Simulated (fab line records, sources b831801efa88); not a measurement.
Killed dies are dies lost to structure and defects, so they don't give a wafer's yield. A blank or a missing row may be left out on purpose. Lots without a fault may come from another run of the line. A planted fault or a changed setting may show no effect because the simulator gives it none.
Which tool did it? | flow sky130 | 11 lots, 33 wafers sampled, at 2 steps of a route of 708

WHAT THE GAUGES READ, wafer by wafer
SKY_LI_CONTACT_RS_MEAS_22: measures by four-point-probe.
lot  | measured     | on            | LI_CONTACT_W_RS (ohm/sq)
L544 | day 29 01:16 | film_metro-01 | 0.291 0.289 0.287
L545 | day 29 14:17 | film_metro-01 | 0.290 0.289 0.287
L548 | day 30 18:09 | film_metro-03 | 0.292 0.290 0.290
L549 | day 31 05:24 | film_metro-04 | 0.288 0.287 0.285
L551 | day 31 22:25 | film_metro-01 | 0.288 0.290 0.287
L555 | day 33 05:16 | film_metro-03 | 0.287 0.285 0.286
L556 | day 33 10:40 | film_metro-04 | 0.273 0.283 0.276
L558 | day 33 21:02 | film_metro-01 | 0.269 0.268 0.281
L562 | day 35 06:06 | film_metro-01 | 0.291 0.292 0.370 0.291 0.291 0.370
L564 | day 35 20:20 | film_metro-01 | 0.381 0.381 0.288 0.381 0.381 0.288
L566 | day 36 16:13 | film_metro-01 | 0.273 0.284 0.272

WHICH TOOL RAN EACH LOT (tool, then ch and the chambers of the sampled wafers, then the start)
lot  | SKY_LI_CONTACT_CVD_21
L544 | cvd_w-01 ch 0,1, day 29 01:09
L545 | cvd_w-01 ch 0,1, day 29 14:08
L548 | cvd_w-02 ch 0,1, day 30 18:02
L549 | cvd_w-02 ch 0,1, day 31 05:16
L551 | cvd_w-01 ch 0,1, day 31 22:18
L555 | cvd_w-01 ch 0,1, day 33 05:07
L556 | cvd_w-02 ch 0,1, day 33 10:33
L558 | cvd_w-02 ch 0,1, day 33 20:55
L562 | cvd_w-01 ch 0,1, day 35 05:58
L564 | cvd_w-01 ch 0,1, day 35 20:13
L566 | cvd_w-02 ch 0,1, day 36 16:05
- SKY_LI_CONTACT_CVD_21: deposits W, target thk 400 nm, time 120.56 s.

THE ANSWER, worked out from the rows above alone
Rule: what is usual is taken from the lots themselves. Put in order of their means at a reading, lots are off if they are a third of the lots or fewer, leave a main group of 4 or more, and stand apart from it by a gap of 3 or more times the standard deviation of the main group's means; of several such gaps the widest counts. A main group whose means are all the same, to the digits that the tables above print for the reading, isn't used. A lot without any number at a reading at which 4 lots or more have one is off too. The other lots that the step has rows for count as sound.
Off: L562, L564, at SKY_LI_CONTACT_RS_MEAS_22 (LI_CONTACT_W_RS). The main group: mean 0.284 ohm/sq, standard deviation 0.0063.
A tool fits if, at a process step before that reading, it ran every lot that is off, and no sound lot after the first of them. The gauges at SKY_LI_CONTACT_RS_MEAS_22 are tried like those tools. One fits: cvd_w-01 at SKY_LI_CONTACT_CVD_21. Its last sound lot is L555 (day 33 05:07), its first lot that is off L562 (day 35 05:58): a fault that began between those two fits.

WHAT THE SIMULATOR HAD PUT IN
Process parameter drift: cvd_w-01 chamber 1, from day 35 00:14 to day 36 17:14, at SKY_LI_CONTACT_CVD_21. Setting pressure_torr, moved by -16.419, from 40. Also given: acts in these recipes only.
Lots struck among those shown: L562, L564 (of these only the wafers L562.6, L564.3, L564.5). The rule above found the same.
